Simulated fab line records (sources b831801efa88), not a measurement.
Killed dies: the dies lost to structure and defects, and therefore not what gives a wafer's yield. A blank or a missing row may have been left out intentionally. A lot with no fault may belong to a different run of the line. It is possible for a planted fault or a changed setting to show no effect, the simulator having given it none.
Chamber matching -- flow sky130 -- rieDiel-03 running SKY_VIA2_ETCH_14: 4 sister chambers
The step etches BARC in N2/H2, stops on SiO2, time 45.9 s, target depth 60 nm. 22 wafers are shown with their chamber, then 11 later ones without.

WAFERS WITH THEIR CHAMBER
wafer,chamber,oesProductAu (a.u.),throttleValvePct (%)
L078.1,1,0.856,13.204
L078.2,0,0.856,13.219
L078.3,2,0.849,13.212
L078.4,3,0.852,13.223
L078.5,2,0.857,13.220
L078.6,3,0.854,13.219
L080.2,2,0.860,13.220
L080.3,0,0.872,13.229
L080.6,2,0.854,13.223
L082.3,3,0.859,13.223
L082.5,0,0.861,13.225
L082.6,1,0.858,13.223
L086.1,2,0.858,13.225
L086.2,0,0.855,13.227
L086.3,1,0.855,13.219
L086.4,3,0.854,13.229
L086.5,3,0.847,13.232
L086.6,2,0.861,13.229
L089.2,3,0.852,13.220
L089.3,0,0.860,13.226
L089.6,2,0.853,13.215
L087.1,2,0.849,13.246

SIGNATURES (means of the wafers above)
reading,chamber 0,chamber 1,chamber 2,chamber 3,scatter within a chamber
oesProductAu,0.86080,0.85633,0.85513,0.85300,0.0048
throttleValvePct,13.22520,13.21533,13.22375,13.22433,0.00801
Rule: for each reading, subtract the chamber's mean from the wafer's reading, divide by that reading's scatter and square the result; add these up over the readings and take the root, which gives the wafer's distance from the chamber. The wafer belongs to the nearest chamber; if the next one is less than 2 further off, it can't be placed. The scatter is the square root of a quotient: the sum, over the shown wafers, of each reading's squared deviation from its chamber's mean, divided by wafers minus chambers.

WAFERS MISSING THEIR CHAMBER
wafer,oesProductAu (a.u.),throttleValvePct (%)
L087.3,0.857,13.224
L087.6,0.857,13.221
L092.1,0.854,13.231
L092.2,0.847,13.225
L092.3,0.859,13.218
L092.4,0.850,13.225
L092.5,0.850,13.236
L092.6,0.852,13.228
L096.4,0.856,13.227
L096.5,0.848,13.222
L096.6,0.857,13.216

WHICH CHAMBER EACH ONE RAN IN
wafer,from the rows above,in truth
L087.3,can't be placed: 2 or 0 or 3 or 1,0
L087.6,can't be placed: 2 or 1 or 3 or 0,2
L092.1,can't be placed: 3 or 2 or 0 or 1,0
L092.2,can't be placed: 3 or 2 or 1 or 0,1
L092.3,can't be placed: 1 or 0 or 2 or 3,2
L092.4,can't be placed: 3 or 2 or 1 or 0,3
L092.5,can't be placed: 3 or 2 or 0 or 1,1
L092.6,can't be placed: 3 or 2 or 1 or 0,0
L096.4,can't be placed: 2 or 3 or 0 or 1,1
L096.5,can't be placed: 3 or 2 or 1 or 0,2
L096.6,can't be placed: 1 or 2 or 3 or 0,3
Placed correctly: 0 of 11. Cannot be placed on the basis of these rows: 11; the candidates contain the true chamber in 11. Wrongly placed: 0.
